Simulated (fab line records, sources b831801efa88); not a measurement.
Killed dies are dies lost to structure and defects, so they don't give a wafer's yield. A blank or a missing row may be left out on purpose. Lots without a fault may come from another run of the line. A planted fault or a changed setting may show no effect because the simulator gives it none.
Which tool did it? | flow gf180mcu | 12 lots, 36 wafers sampled, at 4 steps of a route of 602

WHAT THE GAUGES READ, wafer by wafer
GF_V1_CD_MEAS_14: target cd 260 nm. Usual: cd_nm 259.7 nm, standard deviation 1.3.
lot  | measured     | on        | cd_nm (nm)        | flag
L847 | day 18 00:30 | cd_sem-01 | 260.7 260.7 258.2 |
L849 | day 18 19:50 | cd_sem-01 | 259.5 260.6 260.2 |
L851 | day 19 19:27 | cd_sem-01 | 259.1 259.0 259.0 |
L853 | day 20 07:38 | cd_sem-02 | 257.4 257.2 258.9 |
L856 | day 21 15:07 | cd_sem-02 | 261.9 260.5 261.4 |
L857 | day 22 00:14 | cd_sem-01 | 260.7 260.5 260.7 |
L858 | day 22 11:56 | cd_sem-02 | 260.9 261.1 259.0 |
L859 | day 22 15:55 | cd_sem-01 | 260.5 258.5 259.3 |
L862 | day 23 18:37 | cd_sem-01 | 259.5 259.6 261.3 |
L863 | day 24 03:23 | cd_sem-01 | 262.3 261.9 261.9 |
L864 | day 24 06:34 | cd_sem-02 | 259.9 260.2 260.3 |
L869 | day 25 18:19 | cd_sem-01 | 260.0 261.4 260.2 |

WHICH TOOL RAN EACH LOT (tool, then ch and the chambers of the sampled wafers, then the start)
lot  | GF_CONTACT_ETCH_16                 | GF_M1_SPUTTER_00             | GF_M1_SPUTTER_01
L847 | rie_diel-01 ch 0,1, day 16 00:00   | pvd_sputter-01, day 16 01:09 | pvd_sputter-01, day 16 01:15
L849 | rie_diel-03 ch 0,1,2, day 16 19:05 | pvd_sputter-01, day 16 20:51 | pvd_sputter-01, day 16 20:57
L851 | rie_diel-03 ch 0,1,3, day 17 18:04 | pvd_sputter-02, day 17 19:19 | pvd_sputter-02, day 17 19:25
L853 | rie_diel-03 ch 1,3, day 18 04:54   | pvd_sputter-03, day 18 06:04 | pvd_sputter-03, day 18 06:10
L856 | rie_diel-04 ch 0,1, day 19 12:52   | pvd_sputter-03, day 19 14:01 | pvd_sputter-03, day 19 14:07
L857 | rie_diel-04 ch 0,2,3, day 19 21:55 | pvd_sputter-03, day 19 23:04 | pvd_sputter-03, day 19 23:10
L858 | rie_diel-04 ch 0,3, day 20 09:49   | pvd_sputter-01, day 20 10:58 | pvd_sputter-01, day 20 11:04
L859 | rie_diel-03 ch 0,1, day 20 13:55   | pvd_sputter-03, day 20 15:05 | pvd_sputter-03, day 20 15:11
L862 | rie_diel-04 ch 1,2,3, day 21 19:01 | pvd_sputter-01, day 21 20:10 | pvd_sputter-01, day 21 20:16
L863 | rie_diel-01 ch 0,3, day 22 02:48   | pvd_sputter-03, day 22 03:58 | pvd_sputter-03, day 22 04:04
L864 | rie_diel-03 ch 1,2,3, day 22 07:06 | pvd_sputter-03, day 22 08:16 | pvd_sputter-03, day 22 08:22
L869 | rie_diel-01 ch 0,1,2, day 23 20:30 | pvd_sputter-02, day 23 21:38 | pvd_sputter-02, day 23 21:44
- GF_CONTACT_ETCH_16: etches BARC in N2/H2.
- GF_M1_SPUTTER_00: material Ti, target thk 37.5 nm, time 150 s.
- GF_M1_SPUTTER_01: material TiN, target thk 30 nm, time 25 s.

WHAT THE TOOLS THEMSELVES READ (means of the sampled wafers that have a number; where no wafer has one, the mark that the record gives instead)
GF_CONTACT_ETCH_16. Usual: bias_w 100.0 W, standard deviation 0.31; drypump_motor_current_A 6.0 A, standard deviation 0.54; oes_product_au 0.855 a.u., standard deviation 0.0047; throttle_valve_pct 13.225 %, standard deviation 0.0087.
lot  | tool        | bias_w (W) | drypump_motor_current_A (A) | oes_product_au (a.u.) | throttle_valve_pct (%) | flag
L847 | rie_diel-01 | 99.7       | 6.6                         | 0.850                 | 13.228                 |
L849 | rie_diel-03 | 99.9       | 5.8                         | 0.853                 | 13.219                 |
L851 | rie_diel-03 | 100.3      | 6.3                         | 0.858                 | 13.234                 |
L853 | rie_diel-03 | 100.2      | 6.0                         | 0.856                 | 13.228                 |
L856 | rie_diel-04 | 99.7       | 5.3                         | 0.856                 | 13.220                 |
L857 | rie_diel-04 | 99.9       | 5.7                         | 0.853                 | 13.219                 |
L858 | rie_diel-04 | 100.0      | 5.7                         | 0.856                 | 13.219                 |
L859 | rie_diel-03 | 100.1      | 6.1                         | 0.855                 | 13.216                 |
L862 | rie_diel-04 | 100.0      | 5.5                         | 0.850                 | 13.225                 |
L863 | rie_diel-01 | 100.3      | 6.5                         | 0.856                 | 13.228                 |
L864 | rie_diel-03 | 100.0      | 5.9                         | 0.854                 | 13.228                 |
L869 | rie_diel-01 | 99.7       | 6.6                         | 0.853                 | 13.221                 |

GF_M1_SPUTTER_00. Usual: cathode_dc_power_W 4000.0 W, standard deviation 0.77; chamber_pressure_pa 2.000 Pa, standard deviation 0.0048; throttle_valve_pct 29.9 %, standard deviation 1.2.
lot  | tool           | cathode_dc_power_W (W) | chamber_pressure_pa (Pa) | throttle_valve_pct (%) | flag
L847 | pvd_sputter-01 | 3999.5                 | 2.004                    | 31.3                   |
L849 | pvd_sputter-01 | 4000.2                 | 1.999                    | 31.3                   |
L851 | pvd_sputter-02 | 3999.7                 | 1.998                    | 29.6                   |
L853 | pvd_sputter-03 | 3999.7                 | 1.993                    | 29.4                   |
L856 | pvd_sputter-03 | 4000.2                 | 2.004                    | 29.6                   |
L857 | pvd_sputter-03 | 4000.2                 | 2.003                    | 29.2                   |
L858 | pvd_sputter-01 | 3999.9                 | 1.998                    | 31.2                   |
L859 | pvd_sputter-03 | 4000.6                 | 1.995                    | 28.8                   |
L862 | pvd_sputter-01 | 4000.6                 | 2.003                    | 31.2                   |
L863 | pvd_sputter-03 | 3617.6                 | 2.003                    | 29.3                   | OFF
L864 | pvd_sputter-03 | 3617.9                 | 2.004                    | 30.0                   | OFF
L869 | pvd_sputter-02 | 4000.4                 | 2.005                    | 29.1                   |

GF_M1_SPUTTER_01. Usual: cathode_dc_power_W 6499.9 W, standard deviation 1.2; chamber_pressure_pa 0.3999 Pa, standard deviation 0.00083; throttle_valve_pct 29.9 %, standard deviation 1.2.
lot  | tool           | cathode_dc_power_W (W) | chamber_pressure_pa (Pa) | throttle_valve_pct (%) | flag
L847 | pvd_sputter-01 | 6500.0                 | 0.3996                   | 31.3                   |
L849 | pvd_sputter-01 | 6499.7                 | 0.4002                   | 31.2                   |
L851 | pvd_sputter-02 | 6499.7                 | 0.4007                   | 29.7                   |
L853 | pvd_sputter-03 | 6499.1                 | 0.4001                   | 29.6                   |
L856 | pvd_sputter-03 | 6500.2                 | 0.3991                   | 29.5                   |
L857 | pvd_sputter-03 | 6500.8                 | 0.3997                   | 29.2                   |
L858 | pvd_sputter-01 | 6498.9                 | 0.3988                   | 31.3                   |
L859 | pvd_sputter-03 | 6500.1                 | 0.4006                   | 28.6                   |
L862 | pvd_sputter-01 | 6500.2                 | 0.4001                   | 31.3                   |
L863 | pvd_sputter-03 | 6500.4                 | 0.4004                   | 29.2                   |
L864 | pvd_sputter-03 | 6500.1                 | 0.3998                   | 29.9                   |
L869 | pvd_sputter-02 | 6500.0                 | 0.4000                   | 29.2                   |

THE ANSWER, worked out from the rows above alone
Rule: a lot is off if the mean of its wafers that have a number lies more than 3 standard deviations from the usual mean. A lot without any number at a reading at which 4 lots or more have one is off too. The other lots that the step has rows for count as sound. The gauges are gone through in route order, then the tools' own readings, and for those a lot's mean is taken as printed above. The first step at which some lot is off is used, and at that step the reading that is off furthest; a lot without a number counts as furthest.
Off: L863, L864, at GF_M1_SPUTTER_00 (cathode_dc_power_W).
A tool fits if, at that step or a process step before it, it ran every lot that is off, and no sound lot after the first of them. One fits: pvd_sputter-03 at GF_M1_SPUTTER_00. Its last sound lot is L859 (day 20 15:05), its first lot that is off L863 (day 22 03:58): a fault that began between those two fits.
The tool's own readings at GF_M1_SPUTTER_00 bear it out: on the lots that are off they differ by more than 5 times the standard deviation of the sound lots' means. cathode_dc_power_W reads 3617.8 W there against 4000.1 W on the sound lots.

WHAT THE SIMULATOR HAD PUT IN
Process parameter drift: pvd_sputter-03, from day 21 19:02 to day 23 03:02, at GF_M1_SPUTTER_00. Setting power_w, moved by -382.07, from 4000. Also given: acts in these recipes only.
Lots struck among those shown: L863, L864. The rule above found the same.
